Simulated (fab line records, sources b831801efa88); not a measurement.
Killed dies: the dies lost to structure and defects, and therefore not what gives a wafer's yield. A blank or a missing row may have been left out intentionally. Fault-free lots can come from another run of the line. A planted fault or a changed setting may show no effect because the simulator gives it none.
Comparing a struck lot with a sound one + flow gf180mcu + 17 out of 602 route steps
Sound: the wafers L999.2, L999.4, L999.6. The struck wafers were L105.4, L105.5, L105.6. Last of all comes the cause.
Per side, at each step with rows, come the tool, then ch with its chambers, and then its first start. Under that, the readings that differ: sound wafers + struck wafers + difference of the means + sigmas: that difference in standard deviations of wafers without a fault.
alike: words and numbers the same on both sides, and readings whose means are apart by under 2 such deviations; not compared: readings that were withheld, readings missing a value for some wafer, numbers with overlapping values and no deviation given by the record, and bounds like >300 which may hide the same value.
A row with sigmas, a row that says differs or no value, or rows on one side alone: a step with any of these is where the two part. When numbers do not overlap yet have no deviation, they are printed without sigmas and do not part them. Lack of a reading on every wafer of one side parts them only where that side has two or more wafers.

first, 4 steps without rows for these wafers: GF_M3_SOFTBAKE_10 (time 60 s); GF_M3_EXPOSE_11 (exposes mask Metal3, target cd 280 nm); GF_M3_PEB_12 (peb time 90 s); GF_M3_DEVELOP_13 (develop time 60 s).
GF_M3_CD_MEAS_14 targets a cd of 280 nm.
  sound: cd sem-02 at day 22 18:38; struck: cd sem-01 at day 24 20:56
  alike: cd nm
GF_M3_OVL_MEAS_15:
  sound: overlay-02 at day 22 18:45; struck: overlay-02 at day 24 21:01
  alike: M3_OVL
GF_M3_METAL_ETCH_16: etches the open film in Cl2/BCl3, stops on SiO2, target depth 750.8 nm, time 125.1 s.
  sound on rie metal-02 ch 1, day 22 18:47; struck on rie metal-03 ch 0,1, day 24 21:05
  alike: drypump motor current A, he backside leak sccm, oes product au, throttle valve pct
  not compared: rf hours counter h
GF_M3_STRIP_17: strips in O2/N2.
  sound on plasma asher-02 ch 0,1, day 22 18:54; struck on plasma asher-01 ch 0,1, day 24 21:14
  alike: drypump motor current A, heater power w, oes product au, platen temp c, strip time to endpoint s
  not compared: rf hours counter h
then, 3 steps without rows for these wafers: GF_M3_STRIP_18 (strips in post etch residue remover, time 1200 s); GF_M3_CLEAN_19 (cleans in DIW); GF_V3_CVD_00 (deposits SiO2, target thk 600 nm, time 100 s).
GF_V3_THK_MEAS_01:
  sound: film metro-03 at day 22 19:31; struck: film metro-01 at day 24 21:50
  alike: V3_CVD_00_THK
GF_V3_CVD_02: deposits SiO2 from TEOS, target thk 850 nm, time 94.851 s.
  sound on pecvd-04 ch 0,2, day 22 19:34; struck on pecvd-04 ch 0,1,2, day 24 21:54
| reading                             | sound             | struck            | difference | sigmas |
|-------------------------------------|-------------------|-------------------|------------|--------|
| model.SiO2_of_V3_CVD_02.thk nm (nm) | 857.6 869.7 869.1 | 915.2 901.3 898.5 | +39.5      |        |
  alike: heater power w
GF_V3_THK_MEAS_03:
  sound: film metro-03 at day 22 19:39; struck: film metro-02 at day 24 22:11
| reading            | sound       | struck      | difference | sigmas |
|--------------------|-------------|-------------|------------|--------|
| V3_CVD_02_THK (nm) | 857 870 870 | 915 901 898 | +39        | +3     |
  not compared: hold
GF_V3_CMP_04: polishes SiO2.
  sound on cmp-02 ch 0,2,3, day 22 19:42; struck on cmp-02 ch 0,1, day 25 01:19
| reading                | sound    | struck                                                                     | difference                   | sigmas |
|------------------------|----------|----------------------------------------------------------------------------|------------------------------|--------|
| hold                   | - - -    | await dispo/2.7h/release await dispo/2.7h/release await dispo/2.7h/release | no value on the sound wafers |        |
| time to endpoint s (s) | 85 83 87 | 105 102 96                                                                 | +16                          | +3     |
  alike: motor current A
GF_V3_BOW_MEAS_05:
  sound: film metro-02 at day 22 20:01; struck: film metro-02 at day 25 01:40
  alike: V3_BOW
GF_PASSIVATION_PROBE_99:
  the record has rows for the sound wafers here (prober-02, day 30 03:25) and none for the struck ones

== WHERE THEY PART ==
Last at GF_PASSIVATION_PROBE_99 as far as this record goes, first at GF_V3_THK_MEAS_03.

WHY: what the simulator had put in
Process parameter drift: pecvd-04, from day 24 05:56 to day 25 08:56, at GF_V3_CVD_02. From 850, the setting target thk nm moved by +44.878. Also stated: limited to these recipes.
